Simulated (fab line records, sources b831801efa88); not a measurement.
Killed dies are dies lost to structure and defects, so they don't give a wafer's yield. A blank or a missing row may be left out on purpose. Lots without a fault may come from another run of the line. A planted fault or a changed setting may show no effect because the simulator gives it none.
One fault seen from 2 desks | flow gf180mcu | each desk has only its own numbers; what lay behind them comes last

THE TOOL OWNER'S DESK: hdpcvd-01
The tool's own readings at GF_V4_CVD_00 (deposits SiO2, target thk 600 nm, time 100 s): means of the sampled wafers that have a number, for each lot that ran on this tool. A lot is out of limits, marked OUT, if its mean lies more than 4 standard deviations from the usual mean; the brackets give that distance.
Columns: A = sih4_flow_sccm at GF_V4_CVD_00, usual 59.98 sccm; B = susceptor_temp_C at GF_V4_CVD_00, usual 399.98 C
lot  | first seen here | A                       | B
L953 | day 23 16:20    | 60.02                   | 400.14
L957 | day 25 06:08    | 59.88                   | 399.94
L958 | day 25 10:53    | 59.92                   | 399.73
L962 | day 26 22:26    | 89.96 (+99 or more) OUT | 399.91
L963 | day 27 09:13    | 90.00 (+99 or more) OUT | 399.89
L964 | day 27 12:27    | 89.89 (+99 or more) OUT | 400.09
L974 | day 30 06:05    | 60.04                   | 399.99
This desk's finding: out of limits on L962, L963, L964; first on L962, day 26 22:26 (sih4_flow_sccm at GF_V4_CVD_00). In limits: L953, L957, L958, L974.

THE METROLOGY DESK
What the gauges read, lot by lot, whatever tool the lot ran on: means of the sampled wafers that have a number. A lot is out of limits, marked OUT, if its mean lies more than 4 standard deviations from the usual mean; the brackets give that distance.
Columns: A = cd_nm at GF_M3_CD_MEAS_14, usual 280.0 nm; B = V4_CVD_00_THK at GF_V4_THK_MEAS_01, usual 599 nm
lot  | first seen here | A     | B
L953 | day 21 14:13    | 279.7 | 595
L956 | day 22 22:25    | 279.4 | 600
L957 | day 23 05:37    | 280.1 | 599
L958 | day 23 11:01    | 279.6 | 598
L959 | day 23 21:01    | 280.2 | 595
L960 | day 24 12:56    | 278.1 | 602
L961 | day 24 16:22    | 280.3 | 598
L962 | day 25 01:16    | 280.8 | 903 (+51) OUT
L963 | day 25 12:22    | 280.0 | 904 (+51) OUT
L964 | day 25 15:05    | 280.7 | 904 (+51) OUT
L970 | day 27 06:25    | 277.9 | 593
L974 | day 28 11:42    | 280.4 | 597
This desk's finding: out of limits on L962, L963, L964; first on L962, day 26 22:31 (V4_CVD_00_THK at GF_V4_THK_MEAS_01). In limits: L953, L956, L957, L958, L959, L960, L961, L970, L974.

PUT TOGETHER
The tool owner's desk could have raised an alarm at day 26 22:26, on L962, L963, L964.
The metrology desk could have raised an alarm at day 26 22:31, on L962, L963, L964.
Of the lots named, all ran GF_V4_CVD_00 on hdpcvd-01.

WHAT THE SIMULATOR HAD PUT IN
Process parameter drift: hdpcvd-01, from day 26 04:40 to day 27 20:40, at GF_V4_CVD_00. Setting sih4_flow_sccm, moved by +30, from 60. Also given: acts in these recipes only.
Lots struck among those shown: L962, L963, L964.
Hours from the fault's start to each desk's first reading out of limits: the tool owner's desk, 18; the metrology desk, 18.
